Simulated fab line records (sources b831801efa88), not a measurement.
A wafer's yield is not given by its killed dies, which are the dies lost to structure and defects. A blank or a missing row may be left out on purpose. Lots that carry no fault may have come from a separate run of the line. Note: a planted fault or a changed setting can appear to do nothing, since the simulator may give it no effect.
Which tool did it? | flow gf180mcu | 36 wafers from 12 lots sampled at 3 of the route's 602 steps

WHAT EACH GAUGE READ, for each wafer
GF_CONTACT_RS_MEAS_25: a four-point-probe measurement.
lot  | measured     | on            | CONTACT_W_RS (ohm/sq)
L930 | day 15 21:08 | film-metro-03 | 0.383 0.383 0.385
L931 | day 16 08:37 | film-metro-03 | 0.379 0.378 0.379
L939 | day 19 16:34 | film-metro-03 | 0.378 0.375 0.380
L941 | day 20 07:29 | film-metro-01 | 0.380 0.393 0.383
L943 | day 21 06:20 | film-metro-02 | 0.379 0.379 0.380
L944 | day 21 15:29 | film-metro-01 | 0.380 0.377 0.372
L945 | day 22 04:22 | film-metro-02 | 0.391 0.387 0.390
L946 | day 22 10:50 | film-metro-03 | 0.378 0.382 0.379
L948 | day 22 22:54 | film-metro-03 | 0.375 0.387 0.379
L949 | day 23 07:53 | film-metro-03 | 0.375 0.374 0.381
L951 | day 24 00:34 | film-metro-03 | 0.378 0.378 0.382
L952 | day 24 03:10 | film-metro-01 | 0.371 0.375 0.378

GF_M1_OVL_MEAS_15.
lot  | measured     | on         | M1_OVL (nm)
L930 | day 16 20:13 | overlay-01 | -3 1 -3
L931 | day 17 07:59 | overlay-02 | -7 5 4
L939 | day 20 17:38 | overlay-01 | -5 -10 -10
L941 | day 21 08:07 | overlay-01 | -9 -7 -4
L943 | day 22 07:26 | overlay-02 | 7 0 -1
L944 | day 22 15:32 | overlay-02 | 1 -2 -6
L945 | day 23 04:13 | overlay-02 | -6 -9 -15
L946 | day 23 17:26 | overlay-02 | -4 4 -3
L948 | day 23 22:12 | overlay-01 | 6 5 -1
L949 | day 24 07:25 | overlay-01 | 10 4 2
L951 | day 24 23:58 | overlay-01 | 2 -3 -1
L952 | day 25 01:44 | overlay-01 | -3 -3 -2

WHAT TOOL EACH LOT RAN ON (gives the tool, then ch and the chambers of the sampled wafers, and finally the start)
lot  | GF_M1_SPUTTER_01
L930 | pvd-sputter-03, day 15 21:41
L931 | pvd-sputter-02, day 16 09:10
L939 | pvd-sputter-01, day 19 17:08
L941 | pvd-sputter-01, day 20 08:03
L943 | pvd-sputter-02, day 21 06:53
L944 | pvd-sputter-02, day 21 16:04
L945 | pvd-sputter-02, day 22 04:57
L946 | pvd-sputter-01, day 22 18:10
L948 | pvd-sputter-03, day 22 23:26
L949 | pvd-sputter-01, day 23 08:26
L951 | pvd-sputter-03, day 24 01:08
L952 | pvd-sputter-02, day 24 03:44
- GF_M1_SPUTTER_01: material TiN, target thk 30 nm, time 25 s.

WHAT THE TOOLS THEMSELVES READ (means of the sampled wafers that have a number; where no wafer has one, the mark that the record gives instead)
GF_M1_SPUTTER_01.
lot  | tool           | throttle-valve-pct (%)
L930 | pvd-sputter-03 | 28.9
L931 | pvd-sputter-02 | 30.1
L939 | pvd-sputter-01 | 30.3
L941 | pvd-sputter-01 | 30.7
L943 | pvd-sputter-02 | 29.8
L944 | pvd-sputter-02 | 30.7
L945 | pvd-sputter-02 | 30.2
L946 | pvd-sputter-01 | 31.3
L948 | pvd-sputter-03 | 29.5
L949 | pvd-sputter-01 | 30.2
L951 | pvd-sputter-03 | 29.0
L952 | pvd-sputter-02 | 30.6

THE ANSWER, worked out from the rows above alone
Rule: what is usual is taken from the lots themselves. Put in order of their means at a reading, lots are off if they are a third of the lots or fewer, leave a main group of 4 or more, and stand apart from it by a gap of 3 or more times the standard deviation of the main group's means; of several such gaps the widest counts. A main group whose means are all the same, to the digits that the tables above print for the reading, isn't used. Also off: a lot with no number at a reading for which 4 or more lots have one. The other lots that the step has rows for count as sound. First the gauges in route order, then the tools' own readings, where a lot's mean is used as printed above. At the first step where some lot is off, the reading lying furthest off is the one used; lots without a number count as furthest.
Across all readings shown, no lot is off: no conclusion can be drawn from this.

WHAT WAS PUT IN BY THE SIMULATOR
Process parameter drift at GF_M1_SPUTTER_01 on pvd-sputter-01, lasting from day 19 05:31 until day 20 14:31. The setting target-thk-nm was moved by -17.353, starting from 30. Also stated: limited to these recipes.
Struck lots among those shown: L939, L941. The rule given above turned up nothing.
